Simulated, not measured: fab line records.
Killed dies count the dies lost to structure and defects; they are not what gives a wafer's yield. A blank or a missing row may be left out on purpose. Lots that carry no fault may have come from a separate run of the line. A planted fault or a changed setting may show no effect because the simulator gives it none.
Split-lot study -- flow gf180mcu -- route with 602 steps; 5 lots, 23 wafers read

THE SPLIT
At GF_VT_IMPLANT_STRIP_31 (strips in O2/N2), the setting pressure mtorr was moved away from the recipe's 1500 mTorr on 20 of the 23 wafers read, by -10.1% to +12.6%. For the rest of the wafers, this setting stayed at what the recipe calls for.

The reading comes from the split's own step.

THE READING
oes product au, in a.u., at GF_VT_IMPLANT_STRIP_31 (strips in O2/N2). Fault-free wafers of this fab line usually give 0.716 a.u., standard deviation 0.0046 a.u.

wafer,"tool, chamber at the split","pressure mtorr as run, mTorr",against the recipe,"oes product au, a.u.",against lot-mates on the recipe
L074.1,"plasma asher-03, 0",1500,recipe,0.715,-
L074.4,"plasma asher-03, 1",1500,recipe,0.716,-
L074.6,"plasma asher-03, 0",1500,recipe,0.716,-
L078.1,"plasma asher-01, 1",1349,-10.1%,0.701,no lot-mate on the recipe
L078.2,"plasma asher-01, 0",1349,-10.1%,0.695,no lot-mate on the recipe
L078.3,"plasma asher-01, 0",1349,-10.1%,0.702,no lot-mate on the recipe
L078.4,"plasma asher-01, 1",1349,-10.1%,0.696,no lot-mate on the recipe
L078.6,"plasma asher-01, 1",1349,-10.1%,0.686,no lot-mate on the recipe
L079.1,"plasma asher-03, 1",1415,-5.7%,0.710,no lot-mate on the recipe
L079.2,"plasma asher-03, 0",1415,-5.7%,0.711,no lot-mate on the recipe
L079.3,"plasma asher-03, 0",1415,-5.7%,0.715,no lot-mate on the recipe
L079.5,"plasma asher-03, 1",1415,-5.7%,0.709,no lot-mate on the recipe
L079.6,"plasma asher-03, 0",1415,-5.7%,0.701,no lot-mate on the recipe
L082.1,"plasma asher-01, 1",1689,+12.6%,0.735,no lot-mate on the recipe
L082.3,"plasma asher-01, 0",1689,+12.6%,0.724,no lot-mate on the recipe
L082.4,"plasma asher-01, 1",1689,+12.6%,0.729,no lot-mate on the recipe
L082.5,"plasma asher-01, 0",1689,+12.6%,0.733,no lot-mate on the recipe
L082.6,"plasma asher-01, 1",1689,+12.6%,0.733,no lot-mate on the recipe
L085.1,"plasma asher-03, 1",1387,-7.5%,0.710,no lot-mate on the recipe
L085.2,"plasma asher-03, 0",1387,-7.5%,0.713,no lot-mate on the recipe
L085.4,"plasma asher-03, 0",1387,-7.5%,0.700,no lot-mate on the recipe
L085.5,"plasma asher-03, 0",1387,-7.5%,0.704,no lot-mate on the recipe
L085.6,"plasma asher-03, 1",1387,-7.5%,0.711,no lot-mate on the recipe

THE FIT
A straight line over all 23 wafers: oes product au changes by +0.00136 a.u. for each +1% of pressure mtorr; r = +0.90; the points scatter about the line by 0.0056 a.u.
Too few moved wafers with a lot-mate on the recipe to fit a line net of each lot's own level.
Tool readings at the split's step, against how far the setting was moved: oes product au r = +0.90; strip time to endpoint s r = -1.00.

THE WHOLE CHAIN: every reading that the file lists as answering this split, in the file's order
step,what it does,reading,change (the file's fit),r (the file's)
GF_VT_IMPLANT_STRIP_31,strips in O2/N2,oes product au,+0.00137 a.u. for each +1% of the setting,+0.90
GF_VT_IMPLANT_STRIP_31,strips in O2/N2,strip time to endpoint s,withheld for each +1% of the setting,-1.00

FILE'S OWN FIT
oes product au changes by +0.00137 a.u. for each +1% of pressure mtorr, r = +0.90.
